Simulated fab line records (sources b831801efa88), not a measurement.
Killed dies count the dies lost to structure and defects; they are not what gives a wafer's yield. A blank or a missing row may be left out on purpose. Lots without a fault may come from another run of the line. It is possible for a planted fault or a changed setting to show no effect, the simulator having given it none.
A lot that was struck, set against a sound lot    flow sky130    16 steps out of a route of 708
Sound: the wafers L590.2, L590.3, L590.5. Wafers L598.3, L598.4, L598.6 were the ones struck. The cause comes at the end.
At each step with rows: each side's tool, then ch and its chambers, then its first start. Under that, the readings that differ: sound wafers    struck wafers    difference of the means    sigmas: that difference in standard deviations of wafers without a fault.
alike: same words and numbers on both sides, and readings whose means sit less than 2 such deviations apart. not compared: any withheld reading, any reading some wafer has no value for, any bound like >300 that may hide the same value, and any number with overlapping values for which the record gives no deviation.
The two part at a step that has a row with sigmas, a row that says differs or no value, or rows on one side only. Numbers that have no deviation but don't overlap get no sigmas and don't part them. A reading that every wafer of one side lacks parts them only if that side has two wafers or more.

SKY_VT_ADJUST_LVTN_OVL_MEAS_07:
  sound on overlay-02 at day 7 16:14; struck on overlay-01 at day 9 18:50
  alike: VT_ADJUST_LVTN_OVL
next, for these wafers, 1 step has no rows: SKY_VT_ADJUST_LVTN_IMPLANT_08.
SKY_VT_ADJUST_LVTN_STRIP_09: strips in O2/N2.
  sound on plasma_asher-02 ch 0,1, day 7 16:25; struck on plasma_asher-03 ch 0,1, day 9 19:03
  alike: drypump_motor_current_A, oes_product_au, strip_time_to_endpoint_s
  not compared: rf_hours_counter_h
SKY_VT_ADJUST_LVTN_TW_MEAS_10:
  sound on film_metro-02 at day 7 16:32; struck on film_metro-01 at day 9 19:08
  alike: VT_ADJUST_LVTN_TW
then, 7 steps without rows for these wafers: SKY_VT_ADJUST_LVTN_DEHYDRATE_11 (time 60 s); SKY_VT_ADJUST_LVTN_HMDS_12 (prime time 60 s); SKY_VT_ADJUST_LVTN_COAT_13 (resist thk 1140 nm); SKY_VT_ADJUST_LVTN_SOFTBAKE_14 (time 60 s); SKY_VT_ADJUST_LVTN_EXPOSE_15 (exposes mask HVN STD DERIVED, target cd 600 nm); SKY_VT_ADJUST_LVTN_PEB_16; SKY_VT_ADJUST_LVTN_DEVELOP_17 (develop time 60 s).
SKY_VT_ADJUST_LVTN_OVL_MEAS_18:
  sound on overlay-01 at day 8 12:18; struck on overlay-02 at day 10 16:22
  alike: VT_ADJUST_LVTN_01_OVL
SKY_VT_ADJUST_LVTN_IMPLANT_19:
  sound on implanter-02 ch 0, day 8 12:21; struck on implanter-04 ch 0, day 10 16:27
reading                    sound              struck             difference  sigmas
implant_ion_amu            11 11 11           49 49 49           +38         
model.implant.rp_nm (nm)   99.03 99.03 99.03  24.08 24.08 24.08  -74.95      
model.implant.drp_nm (nm)  42.97 42.97 42.97  12.97 12.97 12.97  -30.00      
  alike: faraday_current_uA
SKY_VT_ADJUST_LVTN_STRIP_20: strips in O2/N2.
  sound on plasma_asher-02 ch 0,1, day 8 12:29; struck on plasma_asher-03 ch 0,1, day 10 16:35
reading                sound              struck             difference  sigmas
oes_product_au (a.u.)  0.717 0.710 0.711  0.721 0.727 0.720  +0.010      +2
  alike: drypump_motor_current_A, strip_time_to_endpoint_s
  not compared: rf_hours_counter_h
SKY_VT_ADJUST_LVTN_TW_MEAS_21:
  sound on film_metro-02 at day 8 12:35; struck on film_metro-01 at day 10 16:53
reading              sound              struck             difference  sigmas
VT_ADJUST_LVTN_2_TW  187.1 186.1 186.0  288.2 288.1 286.0  +101.0      +99 or more
  not compared: hold
next, for these wafers, 1 step has no rows: SKY_PAD_OPEN_PROBE_99.

== WHERE THEY PART ==
First at SKY_VT_ADJUST_LVTN_STRIP_20; last, within this record, at SKY_VT_ADJUST_LVTN_TW_MEAS_21.

WHY: what the simulator had put in
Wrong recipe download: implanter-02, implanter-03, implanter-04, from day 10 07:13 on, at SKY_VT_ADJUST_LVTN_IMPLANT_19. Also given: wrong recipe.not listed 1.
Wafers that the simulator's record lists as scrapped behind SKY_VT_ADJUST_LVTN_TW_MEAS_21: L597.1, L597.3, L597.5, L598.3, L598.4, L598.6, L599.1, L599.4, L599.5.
